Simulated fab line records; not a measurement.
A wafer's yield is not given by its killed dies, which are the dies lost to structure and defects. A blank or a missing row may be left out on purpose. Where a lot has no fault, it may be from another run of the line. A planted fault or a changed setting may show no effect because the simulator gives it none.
Matching of chambers :: flow sky130 :: rie-diel-04 running SKY_FIELD_ISO_ETCH_14: 4 sister chambers
The step etches BARC in N2/H2, stops on SiO2, time 45.9 s, target depth 60 nm. 8 wafers are shown with their chamber, then 10 later ones without.

## WAFERS WITH THEIR CHAMBER
wafer: L084.6
chamber: 0
chamber-pressure-mTorr (mTorr): 29.993
throttle-valve-pct (%): 13.233

wafer: L089.2
chamber: 2
chamber-pressure-mTorr (mTorr): 30.024
throttle-valve-pct (%): 13.244

wafer: L089.4
chamber: 3
chamber-pressure-mTorr (mTorr): 29.953
throttle-valve-pct (%): 13.210

wafer: L090.3
chamber: 1
chamber-pressure-mTorr (mTorr): 30.021
throttle-valve-pct (%): 13.222

wafer: L090.4
chamber: 2
chamber-pressure-mTorr (mTorr): 29.995
throttle-valve-pct (%): 13.238

wafer: L090.6
chamber: 0
chamber-pressure-mTorr (mTorr): 29.999
throttle-valve-pct (%): 13.222

wafer: L092.1
chamber: 3
chamber-pressure-mTorr (mTorr): 29.982
throttle-valve-pct (%): 13.234

wafer: L092.2
chamber: 1
chamber-pressure-mTorr (mTorr): 29.987
throttle-valve-pct (%): 13.218

## WAFERS WITHOUT THEIR CHAMBER
wafer: L092.5
chamber-pressure-mTorr (mTorr): 29.967
throttle-valve-pct (%): 13.229

wafer: L093.1
chamber-pressure-mTorr (mTorr): 30.053
throttle-valve-pct (%): 13.224

wafer: L093.3
chamber-pressure-mTorr (mTorr): 30.037
throttle-valve-pct (%): 13.249

wafer: L093.4
chamber-pressure-mTorr (mTorr): 30.014
throttle-valve-pct (%): 13.215

wafer: L095.2
chamber-pressure-mTorr (mTorr): 30.025
throttle-valve-pct (%): 13.222

wafer: L095.4
chamber-pressure-mTorr (mTorr): 30.032
throttle-valve-pct (%): 13.229

wafer: L095.6
chamber-pressure-mTorr (mTorr): 29.976
throttle-valve-pct (%): 13.216

wafer: L096.2
chamber-pressure-mTorr (mTorr): 30.023
throttle-valve-pct (%): 13.227

wafer: L096.3
chamber-pressure-mTorr (mTorr): 30.029
throttle-valve-pct (%): 13.210

wafer: L096.5
chamber-pressure-mTorr (mTorr): 29.999
throttle-valve-pct (%): 13.222

## WHICH CHAMBER EACH WENT THROUGH
wafer: L092.5
from the rows above: can't be placed: 3 or 0 or 1 or 2
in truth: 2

wafer: L093.1
from the rows above: can't be placed: 1 or 2 or 0 or 3
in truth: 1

wafer: L093.3
from the rows above: can't be placed: 2 or 0 or 1
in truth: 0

wafer: L093.4
from the rows above: can't be placed: 1 or 0 or 3 or 2
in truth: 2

wafer: L095.2
from the rows above: can't be placed: 1 or 0 or 2 or 3
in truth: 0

wafer: L095.4
from the rows above: can't be placed: 2 or 1 or 0 or 3
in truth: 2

wafer: L095.6
from the rows above: can't be placed: 3 or 1 or 0
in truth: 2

wafer: L096.2
from the rows above: can't be placed: 1 or 0 or 2 or 3
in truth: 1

wafer: L096.3
from the rows above: can't be placed: 1 or 0 or 2 or 3
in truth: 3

wafer: L096.5
from the rows above: can't be placed: 1 or 0 or 3 or 2
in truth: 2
Correctly placed: 0 of 10. Not placeable from these rows: 10 (in 9, the candidates include the true chamber). 0 placed wrongly.
How it was worked out, from the rows above alone: a wafer's distance from a chamber is the root of the sum, over the readings, of the square of ((its reading less the chamber's mean) divided by the reading's scatter). If the next closest chamber is less than 2 further off than the closest, the wafer can't be placed; otherwise it belongs to the closest. A chamber's mean is the mean of its shown wafers. How the scatter is found: for the shown wafers, subtract from each reading the mean of its chamber, square and add these, divide the total by (wafers less chambers), then take the root.
